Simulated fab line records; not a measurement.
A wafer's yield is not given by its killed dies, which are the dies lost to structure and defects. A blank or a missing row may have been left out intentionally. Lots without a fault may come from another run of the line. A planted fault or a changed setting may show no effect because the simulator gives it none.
Struck lot and sound lot, side by side / flow sky130 / 15 steps out of a route of 708
Sound: these wafers, L811.2, L811.3, L811.4. Struck: wafers L809.3, L809.5. (L809.2 of the same lot was not struck and is left out.) The cause comes at the end.
Per side, at each step with rows, come the tool, then ch with its chambers, and then its first start. Under that, the readings that differ: sound wafers / struck wafers / difference of the means / sigmas: that difference in standard deviations of wafers without a fault.
alike: same words and numbers on both sides, and readings whose means sit less than 2 such deviations apart. not compared: any withheld reading, any reading some wafer has no value for, any bound like >300 that may hide the same value, and any number with overlapping values for which the record gives no deviation.
Wherever a step has rows on one side only, a row that says differs or no value, or a row with sigmas, the two part there. Numbers that have no deviation but don't overlap get no sigmas and don't part them. A reading missing from all wafers of one side parts the sides only when that side holds two or more wafers.

SKY_VIA1_ETCH_15: etches SiO2 in C4F8/O2/Ar, stops on TiN, target depth 351 nm, time 54 s.
  sound on rie diel-04 ch 0,1,3, day 36 01:53; struck on rie diel-04 ch 0, day 35 03:38
  alike: oes product au
  not compared: rf hours counter h
then, 4 steps without rows for these wafers: SKY_VIA1_STRIP_16 (strips in O2/N2); SKY_VIA1_STRIP_17 (strips in post etch residue remover, time 1200 s); SKY_VIA1_CLEAN_18 (cleans in IPA, time 180 s); SKY_VIA1_CLEAN_19 (cleans in O3/DIW).
SKY_VIA1_SPUTTER_20: material TiN, target thk 20 nm, time 80 s.
  struck on pvd sputter-04, day 35 04:17; sound on pvd sputter-03, day 36 02:31
  alike: chamber pressure pa, throttle valve pct
then, 1 step without rows for these wafers: SKY_VIA1_CVD_21 (deposits W, target thk 270 nm, time 80.902 s).
SKY_VIA1_RS_MEAS_22: measures by four-point-probe.
  struck on film metro-02, day 35 04:27; sound on film metro-02, day 36 02:42
  alike: VIA1_W_RS
SKY_VIA1_THK_MEAS_23: measures by xrf.
  struck on film metro-02, day 35 04:34; sound on film metro-02, day 36 02:49
  alike: VIA1_W_THK
SKY_VIA1_CMP_24: polishes, stops on SiO2, t overpolish 15 s, target thk 0 nm.
  sound on cmp-02 ch 0,1,2, day 36 02:52; struck on cmp-01 ch 0, day 35 04:37
reading=overpolish run s (s); sound=14.987 14.997 14.998; struck=15.024 15.004; difference=+0.020; sigmas=+2
  alike: motor current A, slurry flow ml min, time to endpoint s
then, 1 step without rows for these wafers: SKY_METAL2_SPUTTER_00 (material Ti, target thk 15 nm, time 10 s).
SKY_METAL2_SPUTTER_01: material TiN, target thk 20 nm, time 16.7 s.
  struck on pvd sputter-03, day 35 04:56; sound on pvd sputter-04, day 36 03:11
  alike: chamber pressure pa, throttle valve pct
SKY_METAL2_SPUTTER_02: material AlCu, target thk 250 nm, time 13.3 s.
  struck on pvd sputter-03, day 35 04:58; sound on pvd sputter-04, day 36 03:12
reading=chamber pressure pa (Pa); sound=0.4007 0.4011 0.4005; struck=0.4162 0.4160; difference=+0.0153; sigmas=+19
reading=throttle valve pct (%); sound=28.4 28.2 32.1; struck=28.0 28.0; difference=-1.6; sigmas=-2
SKY_METAL2_SPUTTER_03: material Ti, target thk 5 nm, time 3.3 s.
  struck on pvd sputter-03, day 35 04:59; sound on pvd sputter-04, day 36 03:14
  alike: chamber pressure pa, throttle valve pct
-- the record jumps here: 12 days lie between the struck wafers' starts before and after (it left off in module METAL2 and takes up again in module PAD_OPEN, whose first step shown is number 708 of the route) --
SKY_PAD_OPEN_PROBE_99:
  struck on prober-01, day 46 19:01; sound on prober-01, day 47 09:31
  alike: defect limited yield, killed_at_M0_to_M3, killed_at_M4_up, killed at contacts, killed at front end, killed at other, killed dies, killed open, killed short, sort_bin_3_pad_short, sort_bin_5_function, sort_bin_6_memory, sort n pass, sort yield pct

## WHERE THEY PART
Last at SKY_METAL2_SPUTTER_02 as far as this record goes, first at SKY_VIA1_CMP_24. Later steps at which nothing parts them and some readings are alike: SKY_METAL2_SPUTTER_03, SKY_PAD_OPEN_PROBE_99.

WHY: whatever the simulator had introduced
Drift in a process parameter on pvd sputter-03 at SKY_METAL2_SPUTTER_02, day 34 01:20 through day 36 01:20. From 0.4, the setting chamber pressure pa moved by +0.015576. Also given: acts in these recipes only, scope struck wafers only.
